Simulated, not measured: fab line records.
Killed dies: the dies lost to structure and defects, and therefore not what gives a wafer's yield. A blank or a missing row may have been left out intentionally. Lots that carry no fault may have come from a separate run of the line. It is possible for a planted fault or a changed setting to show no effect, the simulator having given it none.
A struck lot beside a sound one	flow sky130	34 steps out of a route of 708
Sound: these wafers, L951.1, L951.3, L951.6. Struck: wafers L947.4, L947.5, L947.6. At the end, the cause is stated.
Order at every step that has rows: each side's tool, ch and its chambers, its first start. Under that, the readings that differ: sound wafers	struck wafers	difference of the means	sigmas: that difference in standard deviations of wafers without a fault.
alike: words and numbers the same on both sides, and readings whose means are apart by under 2 such deviations; not compared: readings that were withheld, readings missing a value for some wafer, numbers with overlapping values and no deviation given by the record, and bounds like >300 which may hide the same value.
The two part at a step that has a row with sigmas, a row that says differs or no value, or rows on one side only. Numbers that don't overlap but have no deviation are shown without sigmas and don't part them. A reading missing from all wafers of one side parts the sides only when that side holds two or more wafers.

first, 10 steps without rows for these wafers: SKY_POLY_CUT_ETCH_10 (etches BARC in N2/H2, stops on SiO2, time 45.9 s, target depth 60 nm); SKY_POLY_CUT_ETCH_11 (etches Si3N4 in CF4/CH2F2/Ar, stops on poly-Si, time 42.5 s, target depth 60 nm); SKY_POLY_CUT_STRIP_12 (strips in O2/N2); SKY_SD_P_DEHYDRATE_00 (time 60 s); SKY_SD_P_HMDS_01 (prime time 60 s); SKY_SD_P_COAT_02 (resist thk 1140 nm); SKY_SD_P_SOFTBAKE_03 (time 60 s); SKY_SD_P_EXPOSE_04 (exposes mask PSDM, target cd 380 nm); SKY_SD_P_PEB_05; SKY_SD_P_DEVELOP_06 (develop time 60 s).
SKY_SD_P_IMPLANT_09:
  sound on implanter-04 ch 0, day 30 07:15; struck on implanter-02 ch 0, day 29 08:32
reading	sound	struck	difference	sigmas
beam on s (s)	15.2 15.3 14.2	11.6 11.5 11.4	-3.4	-2
then, 22 steps without rows for these wafers: SKY_SD_P_STRIP_10 (strips in O2/N2); SKY_RES_XHIGH_DEHYDRATE_00 (time 60 s); SKY_RES_XHIGH_HMDS_01 (prime time 60 s); SKY_RES_XHIGH_COAT_02 (resist thk 1140 nm); SKY_RES_XHIGH_SOFTBAKE_03 (time 60 s); SKY_RES_XHIGH_EXPOSE_04 (exposes mask URPM, target cd 1270 nm); SKY_RES_XHIGH_PEB_05; SKY_RES_XHIGH_DEVELOP_06 (develop time 60 s); SKY_RES_XHIGH_IMPLANT_07; SKY_RES_XHIGH_STRIP_08 (strips in O2/N2); SKY_SD_N_DEHYDRATE_00 (time 60 s); SKY_SD_N_HMDS_01 (prime time 60 s); SKY_SD_N_COAT_02 (resist thk 1140 nm); SKY_SD_N_SOFTBAKE_03 (time 60 s); SKY_SD_N_EXPOSE_04 (exposes mask NSDM, target cd 380 nm); SKY_SD_N_PEB_05; SKY_SD_N_DEVELOP_06 (develop time 60 s); SKY_SD_N_IMPLANT_09; SKY_SD_N_IMPLANT_10; SKY_SD_N_STRIP_11 (strips in O2/N2); SKY_SD_N_CLEAN_13 (cleans in SC1/SC2, time 150 s); SKY_SD_N_RTA_14 (time 2 s).
-- here the record skips 19 days between the struck wafers' starts before and after, leaving off in module SD_N and picking up in module PAD_OPEN (first step shown: number 708 of the route) --
SKY_PAD_OPEN_PROBE_99:
  sound on prober-02, day 49 03:20; struck on prober-02, day 48 14:11
reading	sound	struck	difference	sigmas
model.etest.pfet g5v0d10v5.r on ohm um	4758 4644 4690	4944 4980 5028	+287	
model.etest.pfet_01v8.r on ohm um	2855 2868 2858	2916 2985 2942	+87	
model.etest.pfet g5v0d10v5.drive ua um	341.1 350.8 346.7	332.2 327.4 325.7	-17.8	
model.etest.res high po.rs ohm sq rim less centre	-4.61 -3.633 -4.134	-12.15 -12.12 -11.25	-7.71	
model.etest.res high po.rs ohm sq range	8.409 6.5 10.13	15.23 14.18 13.93	+6.10	
model.etest.pfet_01v8_lvt.drive ua um	176.6 175.9 176.3	165.1 164.2 166.2	-11.1	
model.etest.pfet_01v8.drive ua um	195.5 196.3 198.2	191.5 186.3 192.1	-6.7	
model.etest.pfet_01v8_mvt.drive ua um	151.2 153.1 151.8	150.1 148.1 147.1	-3.6	
  alike: killed_at_M0_to_M3, killed_at_M4_up, killed at contacts, killed at front end, killed at other, killed dies, killed open, killed short

## WHERE THEY PART
Only at SKY_SD_P_IMPLANT_09, as far as this record shows. Later steps at which nothing parts them and some readings are alike: SKY_PAD_OPEN_PROBE_99.

WHY: what the simulator had put in
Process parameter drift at SKY_SD_P_IMPLANT_09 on implanter-02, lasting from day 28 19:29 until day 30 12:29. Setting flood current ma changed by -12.
